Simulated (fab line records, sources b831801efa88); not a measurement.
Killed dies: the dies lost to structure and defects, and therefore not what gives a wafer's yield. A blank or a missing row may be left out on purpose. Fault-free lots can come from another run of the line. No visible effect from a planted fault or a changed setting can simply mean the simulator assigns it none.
8D (eight disciplines) problem report, filled in by code + flow gf180mcu + the parts of the form that need people (team, actions taken, sign-off) are left out

== 1. THE PROBLEM ==
Wafers without a fault read 23.01 C, standard deviation 0.11; developer-temp-C at GF_MIM_DEVELOP_18 reads a mean of 23.92 C on 6 wafers belonging to 2 lots. Measured from the usual mean, that is +8.3 standard deviations.
The step: develop time 60 s.
First seen on wafer L399.1, day 30 18:50, on litho-track-01. Wafers with a number at this step in the record: 39, from 13 lots. By rule, "out" or "out of limits" means more than 4 standard deviations away from the usual mean. Any other wafer with a number is counted as sound.

== 2. WHAT IT IS, AND WHAT IT ISN'T ==
| question                    | is                     | is not                                                                                 |
|-----------------------------|------------------------|----------------------------------------------------------------------------------------|
| which readings at this step | developer-temp-C       | exhaust-pa                                                                             |
| which lots                  | L399, L400             | L382, L385, L386, L387, L388, L390, L393, L401, L402, L404, L405                       |
| which wafers of those lots  | all that have a number | -                                                                                      |
| read on which tools         | litho-track-01         | litho-track-02, litho-track-04                                                         |
| when                        | from day 30 18:50      | up to then (21 sound wafers); but 12 sound wafers of L401, L402, L404, L405 came after |

== 3. WHAT RULES OUT EACH SUSPECT ==
Counting: a tool at a process step up to the reading stays a suspect if it ran every lot that is out and no sound lot after the first of them.
- litho-track-01 at GF_MIM_DEVELOP_18 (develop time 60 s): kept. It processed each lot that is out, first L399 at day 30 18:50, and no sound lot thereafter; up to then, the last sound lot it processed was L393 at day 28 22:07. Its own readings are out on those wafers: developer-temp-C.
Remaining after the count: litho-track-01 at GF_MIM_DEVELOP_18.

== 4. THE CAUSE (what the simulator had put in) ==
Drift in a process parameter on litho-track-01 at GF_MIM_DEVELOP_18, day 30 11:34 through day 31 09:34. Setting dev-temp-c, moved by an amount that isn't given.
Counting left only this tool.

== 5. THE CHAIN OF EFFECTS, in route order ==
Each row: a reading where the mean over the struck wafers with a number is more than 3 standard deviations away from the usual. Only readings for which the record gives a usual standard deviation are gone through. hours: the time from each lot's start at the first step in this table that gives one to its start at this step, as a median over the lots. sigmas: the change in usual standard deviations.
| hours | step              | reading          | usual   | on struck wafers | change | sigmas |
|-------|-------------------|------------------|---------|------------------|--------|--------|
| 0     | GF_MIM_DEVELOP_18 | developer-temp-C | 23.01 C | 23.92            | +0.91  | +8.3   |
Process steps it contains:
- GF_MIM_DEVELOP_18: develop time 60 s.

== 6. HOW IT WOULD HAVE BEEN CAUGHT EARLIER ==
7 hours passed between the start of the fault at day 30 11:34 and the first reading out of limits in this record, taken at day 30 18:50.
